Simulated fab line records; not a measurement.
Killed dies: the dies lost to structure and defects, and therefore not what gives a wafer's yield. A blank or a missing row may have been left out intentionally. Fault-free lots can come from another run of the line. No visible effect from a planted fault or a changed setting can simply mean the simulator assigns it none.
The tool behind it: which one? | flow sky130 | at 1 step of a route of 708, 6 lots with 18 wafers sampled

== WHAT THE GAUGES SHOWED, per wafer ==
SKY_VT_ADJUST_LVTN_OVL_MEAS_18.
lot  | measured     | on         | VT_ADJUST_LVTN_01_OVL (nm)
L494 | day 8 05:25  | overlay-01 | -0.6 -0.7 -0.6
L499 | day 9 10:53  | overlay-01 | 0.3 0.2 -1.2
L506 | day 11 10:08 | overlay-01 | 1.7 0.3 -0.4
L508 | day 11 20:20 | overlay-01 | 3.2 0.4 0.2
L513 | day 13 06:23 | overlay-01 | 0.4 0.8 0.4
L515 | day 13 22:20 | overlay-01 | -1.2 -0.6 0.6

== TOOL THAT RAN EACH LOT (tool first, then ch and the chambers of the sampled wafers, then the start) ==
Before these readings, the record contains no process step.

== THE ANSWER, worked out from the rows above alone ==
Rule: the lots themselves supply what counts as usual. Put in order of their means at a reading, lots are off if they are a third of the lots or fewer, leave a main group of 4 or more, and stand apart from it by a gap of 3 or more times the standard deviation of the main group's means; of several such gaps the widest counts. A main group whose means are all the same, to the digits that the tables above print for the reading, isn't used. A lot without any number at a reading at which 4 lots or more have one is off too. Any other lot the step has rows for is counted as sound.
No lot is off at any reading shown: from this, nothing can be told.

== WHAT THE SIMULATOR HAD PUT IN ==
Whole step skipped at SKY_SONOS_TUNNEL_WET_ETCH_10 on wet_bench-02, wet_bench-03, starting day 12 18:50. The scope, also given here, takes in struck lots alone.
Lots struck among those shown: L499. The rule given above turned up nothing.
